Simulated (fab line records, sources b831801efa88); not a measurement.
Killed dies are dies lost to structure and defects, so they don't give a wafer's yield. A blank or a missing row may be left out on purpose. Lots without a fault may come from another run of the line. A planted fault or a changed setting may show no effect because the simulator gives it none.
fab line records | flow sfq_line
record lots=14 wafers=42 last_day=92
route steps=325 shown A5B@211 I5@228 C5@248 M6@261
lots that met no fault: from a run of the same line without faults
start_h: hours from the record's first day to the start of the lot's first wafer shown | wait_h: hours since the lot's step before | " the same as in the row above | L1.1+2: a row that stands for several wafers | - no value, or no start given | * or withheld: withheld | < > ~ a bound
route shown NAME@n: a module of which the file shows steps, and the number in the route of the first | usual: mean/standard deviation of fault-free wafers | same: alike in all rows | chamber/n: place in a boat | sites: the reading at each site | _std_site: their standard deviation | _edge_site: outer sites' mean less inner sites' | radius_mm: how far each site lies from the wafer's centre | mask NAME#n: copy n | behind: the tool/chamber that last shaped the wafer | hold: why the lot was held/for how many hours/how that ended | device: the transistor (n, p or np) that didn't switch | end of line: the same wafers' tests at the end of the route | a step without rows: its recipe alone | killed: dies lost to structure and defects at the first sort, not the wafer's yield | map: a wafer's dies, x killed, . not, _ none there
set.NAME: the setting as run; set.NAME@STEP: as run at that earlier step | model.NAME: the simulator's own value behind a step, which no gauge read
steps of the route over a sample of lots; a table a step, a row a wafer
services: from which hour (start_h, from the record's first day; less than 0 if before it) a tool's chamber was out of use, for how many hours, and why
## steps
# step SFQ_TRILAYER_A5B_METRO_MEASURE_131
# usual thk_nm=336/5.4
# columns lot.wafer tool chamber start_h wait_h thk_nm
L336.4 film_metro-03 - 1575.70 2.1 330
L336.5 " - " " 333
L336.6 " - " " 336
L337.1 film_metro-02 - 1585.90 1.0 341
L337.2 " - " " 334
L337.5 " - " " 335
L341.2 film_metro-03 - 1636.94 2.7 334
L341.4 " - " " 341
L341.5 " - " " 332
L344.2 film_metro-03 - 1663.39 2.2 331
L344.4 " - " " 326
L344.5 " - " " 331
L345.4 film_metro-04 - 1708.79 1.6 325
L345.5 " - " " 329
L345.6 " - " " 330
L346.2 film_metro-03 - 1708.94 2.2 346
L346.3 " - " " 336
L346.5 " - " " 336
L347.1 film_metro-02 - 1714.74 2.0 338
L347.3 " - " " 343
L347.4 " - " " 346
L348.1 film_metro-02 - 1717.19 2.5 333
L348.3 " - " " 334
L348.6 " - " " 334
L349.3 film_metro-02 - 1720.59 1.4 324
L349.4 " - " " 328
L349.6 " - " " 331
L351.1 film_metro-03 - 1726.19 1.5 346
L351.3 " - " " 335
L351.5 " - " " 339
L353.1 film_metro-04 - 1743.46 1.0 341
L353.2 " - " " 337
L353.5 " - " " 337
L354.3 film_metro-02 - 1752.13 1.9 345
L354.4 " - " " 342
L354.5 " - " " 339
L357.3 film_metro-02 - 1766.53 2.9 330
L357.5 " - " " 333
L357.6 " - " " 332
L358.1 film_metro-03 - 1769.77 1.0 345
L358.2 " - " " 340
L358.6 " - " " 336
# step SFQ_TRILAYER_A5C_DEP_PECVD_142
# recipe material=SiO2 temp_c=150 time_s=15.556 pressure_torr=2.4 rf_w=183.3 precursor=SiH4/N2O target_thk_nm=70
# usual heater_power_w=83/17 throttle_valve_pct=25.6/2
# columns lot.wafer tool chamber start_h wait_h heater_power_w throttle_valve_pct
L336.4 pecvd-04 0 1634.82 0.0 64 29.6
L336.5 " 2 " " 71 24.1
L336.6 " 1 " " 86 26.0
L337.1 pecvd-02 0 1638.40 0.0 87 25.7
L337.2 " 1 " " 58 24.5
L337.5 " 1 " " 58 24.6
L341.2 pecvd-04 0 1645.60 0.0 63 29.6
L341.4 " 1 " " 86 25.8
L341.5 " 0 " " 63 29.5
L344.2 pecvd-03 0 1670.09 0.0 95 23.5
L344.4 " 1 " " 85 27.6
L344.5 " 0 " " 97 23.5
L345.4 pecvd-03 0 1713.15 0.0 111 23.6
L345.5 " 2 " " 100 24.7
L345.6 " 1 " " 94 27.6
L346.2 pecvd-04 1 1715.57 0.0 86 25.6
L346.3 " 0 " " 60 29.4
L346.5 " 0 " " 59 29.5
L347.1 pecvd-04 1 1806.55 0.0 83 25.7
L347.3 " 0 " " 69 29.7
L347.4 " 0 " " 67 29.7
L348.1 pecvd-03 2 1809.67 0.0 103 25.0
L348.3 " 0 " " 102 23.6
L348.6 " 2 " " 102 24.9
L349.3 pecvd-04 1 1812.55 0.0 81 25.8
L349.4 " 0 " " 67 29.5
L349.6 " 1 " " 82 25.7
L351.1 pecvd-04 0 1820.95 0.0 62 29.3
L351.3 " 1 " " 81 25.7
L351.5 " 2 " " 70 24.0
L353.1 pecvd-03 1 1833.20 0.0 96 28.4
L353.2 " 2 " " 103 25.3
L353.5 " 1 " " 91 28.1
L354.3 pecvd-03 0 1842.80 0.0 107 23.8
L354.4 " 1 " " 91 28.5
L354.5 " 2 " " 110 24.9
L357.3 pecvd-03 2 1860.91 0.0 102 25.3
L357.5 " 0 " " 97 23.8
L357.6 " 1 " " 80 28.3
L358.1 pecvd-03 1 1864.51 0.0 94 28.3
L358.2 " 2 " " 92 25.0
L358.6 " 1 " " 93 28.5
# step SFQ_TRILAYER_I5_STRIP_STRIP_148
# recipe gas=O2 power_w=200 platen_temp_c=40 overash_fraction=0.65 chemistry=O2 pressure_mtorr=50
# usual drypump_motor_current_A=5.7/0.37 oes_product_au=0.997/0.015
# columns lot.wafer tool chamber start_h wait_h drypump_motor_current_A oes_product_au rf_hours_counter_h
L336.4 rie_metal-01 1 1642.70 - 6.0 0.997 -
L336.5 " 0 " " 5.3 0.970 -
L336.6 " 1 " " 6.0 1.003 -
L337.1 rie_metal-04 1 1646.10 - 5.5 0.983 94
L337.2 " 0 " " 5.4 1.010 14
L337.5 " 0 " " 5.4 1.006 -
L341.2 rie_metal-04 1 1652.10 - 5.5 0.992 95
L341.4 " 0 " " 5.4 1.023 -
L341.5 " 1 " " 5.5 0.984 -
L344.2 rie_metal-01 0 1673.11 - 5.3 0.974 53
L344.4 " 1 " " 6.0 0.984 -
L344.5 " 0 " " 5.3 0.967 -
L345.4 rie_metal-02 0 1727.73 - 5.5 1.001 -
L345.5 " 1 " " 6.3 1.009 -
L345.6 " 0 " " 5.6 0.988 -
L346.2 rie_metal-01 0 1728.73 - 5.3 0.970 62
L346.3 " 0 " " 5.3 0.979 -
L346.5 " 0 " " 5.3 0.981 -
L347.1 rie_metal-02 1 1809.18 - 6.3 1.002 38
L347.3 " 1 " " 6.3 0.998 -
L347.4 " 0 " " 5.6 1.006 -
L348.1 rie_metal-04 0 1812.17 - 5.4 1.007 36
L348.3 " 1 " " 5.5 0.983 -
L348.6 " 0 " " 5.4 1.004 -
L349.3 rie_metal-02 0 1815.25 - 5.5 1.001 -
L349.4 " 1 " " 6.3 1.003 -
L349.6 " 1 " " 6.3 1.006 -
L351.1 rie_metal-01 0 1854.95 - 5.3 0.983 75
L351.3 " 1 " " 6.0 1.004 -
L351.5 " 1 " " 6.0 1.006 -
L353.1 rie_metal-02 1 1857.35 - 6.3 1.004 46
L353.2 " 0 " " 5.5 0.999 20
L353.5 " 1 " " 6.3 0.998 -
L354.3 rie_metal-04 1 1858.75 - 5.5 1.007 -
L354.4 " 0 " " 5.4 0.996 -
L354.5 " 1 " " 5.5 1.008 -
L357.3 rie_metal-04 0 1878.07 - 5.4 1.011 -
L357.5 " 0 " " 5.4 0.996 -
L357.6 " 1 " " 5.5 1.009 -
L358.1 rie_metal-02 0 1882.47 - 5.6 1.005 25
L358.2 " 1 " " 6.3 1.009 51
L358.6 " 1 " " 6.3 1.016 -
# step SFQ_TRILAYER_C5_ETCH_VIA_ETCH_154
# recipe target=SiO2 mask_material=PR chemistry=CHF3 target_depth_nm=84 source_w=500 bias_w=80 pressure_mtorr=30 time_s=withheld stop_on=Nb
# usual drypump_motor_current_A=5.5/0.39 oes_product_au=0.897/0.0089
# columns lot.wafer tool chamber start_h wait_h drypump_motor_current_A oes_product_au
L336.4 rie_diel-04 1 1716.38 0.0 5.2 0.899
L336.5 " 0 " " 5.9 0.914
L336.6 " 3 " " 5.6 0.908
L337.1 rie_diel-03 2 1717.49 0.0 5.1 0.900
L337.2 " 3 " " 5.5 0.891
L337.5 " 1 " " 4.8 0.907
L341.2 rie_diel-03 1 1741.78 0.0 4.8 0.887
L341.4 " 2 " " 5.1 0.892
L341.5 " 3 " " 5.5 0.891
L344.2 rie_diel-03 3 1757.37 0.0 5.5 0.900
L344.4 " 2 " " 5.1 0.915
L344.5 " 1 " " 4.8 0.898
L345.4 rie_diel-04 0 1758.57 0.0 5.9 0.909
L345.5 " 1 " " 5.2 0.904
L345.6 " 0 " " 5.8 0.913
L346.2 rie_diel-03 1 1759.77 0.0 4.8 0.885
L346.3 " 3 " " 5.5 0.887
L346.5 " 1 " " 4.8 0.888
L347.1 rie_diel-03 1 1830.13 0.0 4.8 0.896
L347.3 " 2 " " 5.1 0.899
L347.4 " 0 " " 5.3 0.898
L348.1 rie_diel-04 1 1831.33 0.0 5.2 0.888
L348.3 " 0 " " 5.9 0.886
L348.6 " 1 " " 5.2 0.902
L349.3 rie_diel-02 1 1832.53 0.0 5.4 0.997
L349.4 " 2 " " 6.0 0.890
L349.6 " 2 " " 6.0 0.890
L351.1 rie_diel-02 0 1862.12 0.0 5.8 0.880
L351.3 " 2 " " 6.0 0.981
L351.5 " 0 " " 5.8 1.011
L353.1 rie_diel-02 0 1872.92 0.0 5.9 0.893
L353.2 " 1 " " 5.4 0.891
L353.5 " 1 " " 5.4 0.906
L354.3 rie_diel-04 3 1874.12 0.0 5.6 0.897
L354.4 " 2 " " 5.4 0.914
L354.5 " 2 " " 5.4 0.913
L357.3 rie_diel-03 2 1894.32 0.0 5.1 0.892
L357.5 " 3 " " 5.6 0.899
L357.6 " 0 " " 5.3 0.907
L358.1 rie_diel-04 3 1896.72 0.0 5.7 0.899
L358.2 " 2 " " 5.4 0.897
L358.6 " 0 " " 5.8 0.904
# step SFQ_M6_OVL_MEAS_940
# usual M6_OVL=2/4.9
# columns lot.wafer tool chamber start_h wait_h M6_OVL[nm]
L336.4 overlay-01 - 1729.13 0.1 -1
L336.5 " - " " 2
L336.6 " - " " 6
L337.1 overlay-01 - 1730.31 0.1 2
L337.2 " - " " 4
L337.5 " - " " 1
L341.2 overlay-02 - 1829.88 0.1 -8
L341.4 " - " " 1
L341.5 " - " " -2
L344.2 overlay-02 - 1848.63 0.1 2
L344.4 " - " " -1
L344.5 " - " " 3
L345.4 overlay-02 - 1851.04 0.1 0
L345.5 " - " " -3
L345.6 " - " " 1
L346.2 overlay-02 - 1852.23 0.1 1
L346.3 " - " " 0
L346.5 " - " " 6
L347.1 overlay-01 - 1909.18 0.1 7
L347.3 " - " " 8
L347.4 " - " " 4
L348.1 overlay-01 - 1911.58 0.1 2
L348.3 " - " " 5
L348.6 " - " " -5
L349.3 overlay-02 - 1913.99 0.1 -1
L349.4 " - " " -7
L349.6 " - " " -6
L351.1 overlay-01 - 1920.73 0.1 -2
L351.3 " - " " 2
L351.5 " - " " 4
L353.1 overlay-02 - 1923.13 0.1 8
L353.2 " - " " -2
L353.5 " - " " 4
L354.3 overlay-02 - 1924.34 0.1 -6
L354.4 " - " " 3
L354.5 " - " " -2
L357.3 overlay-02 - 1927.94 0.1 3
L357.5 " - " " 5
L357.6 " - " " 0
L358.1 overlay-02 - 1929.13 0.1 9
L358.2 " - " " 7
L358.6 " - " " 12
## services
# columns tool chamber start_h hours kind
film_metro-02 - 1567.15 0.3 pm
film_metro-03 - 1579.62 3.0 repair
film_metro-03 - 1587.72 1.1 pm
pecvd-04 0 1624.22 5.3 repair
pecvd-03 - 1627.44 4.2 repair
pecvd-04 - 1636.08 0.7 repair
pecvd-04 - 1647.11 2.8 pm
rie_diel-03 0 1662.14 14.7 repair
pecvd-04 - 1667.39 5.0 repair
film_metro-03 - 1671.32 0.4 pm
pecvd-03 - 1674.22 0.4 repair
rie_diel-03 - 1686.11 0.9 repair
pecvd-03 - 1692.03 0.3 repair
pecvd-04 - 1692.08 0.6 repair
pecvd-03 - 1695.62 2.9 repair
pecvd-03 - 1713.92 1.0 repair
film_metro-03 - 1714.42 1.2 pm
film_metro-02 - 1722.39 0.5 pm
film_metro-02 - 1747.84 1.8 pm
rie_diel-03 2 1757.95 15.7 repair
pecvd-03 1 1765.94 2.0 repair
pecvd-03 - 1782.95 1.0 repair
film_metro-02 - 1812.15 2.2 pm
pecvd-04 - 1831.56 14.6 pm
## key
first_sign step=SFQ_TRILAYER_C5_ETCH_VIA_ETCH_154 reading=oes_product_au direction=up sigmas=11 usual=0.897 struck=0.996
effect none on later readings
met_at SFQ_TRILAYER_A5C_DEP_PECVD_142
struck_lots L349,L351
struck_wafers L349.3,L351.3,L351.5
not_acting_at SFQ_TRILAYER_A5B_METRO_MEASURE_131,SFQ_TRILAYER_I5_STRIP_STRIP_148,SFQ_M6_OVL_MEAS_940
onset_between 1806.55 1812.55
fault kind=process_parameter_drift tool=pecvd-04 chamber=- onset_h=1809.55 steps=SFQ_TRILAYER_A5C_DEP_PECVD_142 channel=target_thk_nm offset=34.533 shape=step end_h=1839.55 scope=struck_wafers_only acts_in=these_recipes_only stated=70
